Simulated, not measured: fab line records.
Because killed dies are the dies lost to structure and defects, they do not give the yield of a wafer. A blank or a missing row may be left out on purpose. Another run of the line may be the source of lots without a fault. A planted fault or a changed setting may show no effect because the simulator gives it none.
Split-lot experiment    flow sfq-line    23 wafers read across 5 lots, on a route 325 steps long

== SPLIT DETAILS ==
At SFQ_TRILAYER_M8_DEP_EVAP_197 (material Ti, target thk 20 nm, time 100 s), the setting time-s was moved away from the recipe's 100 s on 8 of the 23 wafers read, by +4.8% to +14.9%. The other wafers ran this setting at the recipe's value.

The split's own step is where the reading is taken.

== THE READING ==
Ti_of_TRILAYER_M8_DEP_EVAP_197.thk-nm (the simulator's own value, which no gauge read), in nm, at SFQ_TRILAYER_M8_DEP_EVAP_197 (material Ti, target thk 20 nm, time 100 s). No usual value for it is given in the file. The 15 wafers here that ran the recipe average 19.89 nm, standard deviation 0.33 nm.

wafer   tool, chamber at the split  time-s as run, s  against the recipe  Ti_of_TRILAYER_M8_DEP_EVAP_197.thk-nm, nm  against lot-mates on the recipe
L075.1  pvd-sputter-01, -           100               recipe              20.01                                      -
L075.2  pvd-sputter-01, -           100               recipe              20.01                                      -
L075.3  pvd-sputter-01, -           100               recipe              20.36                                      -
L075.5  pvd-sputter-01, -           100               recipe              20.22                                      -
L075.6  pvd-sputter-01, -           100               recipe              20.23                                      -
L080.1  pvd-sputter-01, -           114.2             +14.2%              22.25                                      +2.75
L080.3  pvd-sputter-01, -           100               recipe              19.27                                      -
L080.4  pvd-sputter-01, -           114.2             +14.2%              22.61                                      +3.11
L080.5  pvd-sputter-01, -           100               recipe              19.74                                      -
L080.6  pvd-sputter-01, -           114.2             +14.2%              22.49                                      +2.98
L082.1  pvd-sputter-02, -           114.9             +14.9%              22.89                                      +3.33
L082.2  pvd-sputter-02, -           100               recipe              19.35                                      -
L082.4  pvd-sputter-02, -           100               recipe              19.64                                      -
L082.5  pvd-sputter-02, -           114.9             +14.9%              22.49                                      +2.93
L082.6  pvd-sputter-02, -           100               recipe              19.68                                      -
L084.1  pvd-sputter-02, -           104.8             +4.8%               20.71                                      +0.98
L084.2  pvd-sputter-02, -           104.8             +4.8%               20.54                                      +0.80
L084.4  pvd-sputter-02, -           100               recipe              19.93                                      -
L084.5  pvd-sputter-02, -           100               recipe              19.54                                      -
L084.6  pvd-sputter-02, -           104.8             +4.8%               20.77                                      +1.04
L085.2  pvd-sputter-01, -           100               recipe              20.27                                      -
L085.3  pvd-sputter-01, -           100               recipe              19.97                                      -
L085.4  pvd-sputter-01, -           100               recipe              20.19                                      -

FIT RESULTS
A straight line over all 23 wafers: Ti_of_TRILAYER_M8_DEP_EVAP_197.thk-nm changes by +0.183 nm for each +1% of time-s; r = +0.97; the points scatter about the line by 0.3 nm.
The same after taking each lot's own level away (the mean of its wafers on the recipe; 23 wafers): +0.208 nm for each +1%; r = +0.99; scatter 0.17 nm.
Per that fit: largest time-s move, reading shift of 3.1 nm.
The span of the lots' own levels, 19.505 to 20.166 nm, comes to 2.0 times the standard deviation stated above.
In other words, the slope is changed by the lot-to-lot level; the two fits disagree.
Check: with one of the wafers moved furthest among these (+14.9%) left out of the fit, the line predicts +3.04 nm for it against its lot-mates. Against them it came out at +3.33 nm.

== THE OTHER SPLITS THESE WAFERS WENT THROUGH ==
Other splits were also applied to these wafers ahead of the reading. Each is held against what the fit with the lots' levels taken away leaves over:
other split on the same wafers                       wafers away from the commonest value  r with Ti_of_TRILAYER_M8_DEP_EVAP_197.thk-nm (lot level and that fit taken away)
SFQ_TRILAYER_M6_LITHO_COAT_159 resist-thk-nm         5                                     -0.31
SFQ_TRILAYER_I6_CMP_CMP_166 leave-above-ref-nm       7                                     +0.03
SFQ_TRILAYER_I6_VIA_LITHO_EXPOSE_170 dose-mj         12                                    +0.06
SFQ_TRILAYER_I6_VIA_BARC_OPEN_VIA_ETCH_235 source-w  7                                     +0.41
SFQ_TRILAYER_M7_LITHO_COAT_182 spin-rpm              5                                     +0.18
SFQ_TRILAYER_M7_LITHO_COAT_177 resist-thk-nm         7                                     +0.51
SFQ_TRILAYER_I7_VIA_LITHO_EXPOSE_188 dose-mj         4                                     -0.03

== THE FILE'S OWN FIT ==
Ti_of_TRILAYER_M8_DEP_EVAP_197.thk-nm changes by +0.208 nm for each +1% of time-s, r = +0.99.
